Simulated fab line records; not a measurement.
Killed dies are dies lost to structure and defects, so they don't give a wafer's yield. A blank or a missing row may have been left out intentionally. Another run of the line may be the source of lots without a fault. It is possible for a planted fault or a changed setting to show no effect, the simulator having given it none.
A lot that was struck, set against a sound lot ; flow gf180mcu ; 18 steps out of a route of 602
Sound: these wafers, L322.1, L322.2, L322.5. The struck wafers were L329.1, L329.3, L329.6. The cause comes at the end.
For every step that has rows: the tool of each side, followed by ch and its chambers, followed by its first start. Under that, the readings that differ: sound wafers ; struck wafers ; difference of the means ; sigmas: that difference in standard deviations of wafers without a fault.
alike: words and numbers the same on both sides, and readings whose means are apart by under 2 such deviations; not compared: readings that were withheld, readings missing a value for some wafer, numbers with overlapping values and no deviation given by the record, and bounds like >300 which may hide the same value.
Wherever a step has rows on one side only, a row that says differs or no value, or a row with sigmas, the two part there. When numbers do not overlap yet have no deviation, they are printed without sigmas and do not part them. Lack of a reading on every wafer of one side parts them only where that side has two or more wafers.

first, 6 steps without rows for these wafers: GF_M4_HMDS_08 (prime time 60 s); GF_M4_COAT_09 (resist thk 1000 nm); GF_M4_SOFTBAKE_10 (time 60 s); GF_M4_EXPOSE_11 (exposes mask Metal4, target cd 280 nm); GF_M4_PEB_12 (peb time 90 s); GF_M4_DEVELOP_13 (develop time 60 s).
GF_M4_CD_MEAS_14 targets a cd of 280 nm.
  sound on cd sem-02 at day 25 07:31; struck on cd sem-01 at day 28 01:46
  alike: cd nm
GF_M4_OVL_MEAS_15:
  sound on overlay-01 at day 25 07:38; struck on overlay-01 at day 28 01:53
  alike: M4_OVL
GF_M4_METAL_ETCH_16: etches the open film in Cl2/BCl3, stops on SiO2, target depth 750.8 nm, time 125.1 s.
  sound on rie metal-03 ch 0,1, day 25 07:40; struck on rie metal-03 ch 0, day 28 01:55
  alike: drypump motor current A, oes product au, throttle valve pct
  not compared: rf hours counter h
GF_M4_STRIP_17: strips in O2/N2.
  sound on plasma asher-03 ch 0,1, day 25 07:47; struck on plasma asher-03 ch 0,1, day 28 02:11
  alike: drypump motor current A, heater power w, oes product au, strip time to endpoint s
  not compared: rf hours counter h
then, 2 steps without rows for these wafers: GF_M4_STRIP_18 (strips in post etch residue remover, time 1200 s); GF_M4_CLEAN_19 (cleans in DIW).
GF_V4_CVD_00: deposits SiO2, target thk 600 nm, time 100 s.
  sound on hdpcvd-02 ch 0,1,2, day 25 08:19; struck on hdpcvd-01 ch 0,1, day 28 02:43
  no value came back on the struck wafers for pressure mtorr (mTorr), run length s (s); on the sound wafers pressure mtorr (mTorr) reads 6.010 6.012 6.004
GF_V4_CVD_02: deposits SiO2 from TEOS, target thk 850 nm, time 94.851 s.
  sound on pecvd-02 ch 1,2, day 25 08:28; struck on pecvd-01 ch 0,1,2, day 28 02:51
reading;sound;struck;difference;sigmas
heater power outer w (W);347 567 508;346 256 293;-176;-2
heater power w (W);600 908 840;550 500 532;-255;-2
GF_V4_CMP_04: polishes SiO2.
  sound on cmp-02 ch 0,1,2, day 25 08:40; struck on cmp-02 ch 1,2,3, day 28 03:05
  alike: motor current A
GF_V4_BOW_MEAS_05:
  sound on film metro-02 at day 25 08:55; struck on film metro-01 at day 28 03:17
reading;sound;struck;difference;sigmas
V4_BOW (um);135 142 150;122 108 114;-28;-3
then, 1 step without rows for these wafers: GF_V4_DEHYDRATE_06 (time 60 s).
-- the record jumps here: 5 days lie between the struck wafers' starts before and after (it left off in module V4 and takes up again in module PASSIVATION, whose first step shown is number 602 of the route) --
GF_PASSIVATION_PROBE_99:
  rows exist in the record for the struck wafers here (prober-02, day 32 23:33), but not for the sound ones

WHERE THEY PART
First at GF_V4_CVD_00; last, within this record, at GF_PASSIVATION_PROBE_99.

WHY: what had been put in by the simulator
Beginning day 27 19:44, the whole step at GF_V4_CVD_00 was skipped on hdpcvd-01. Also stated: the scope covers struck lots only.
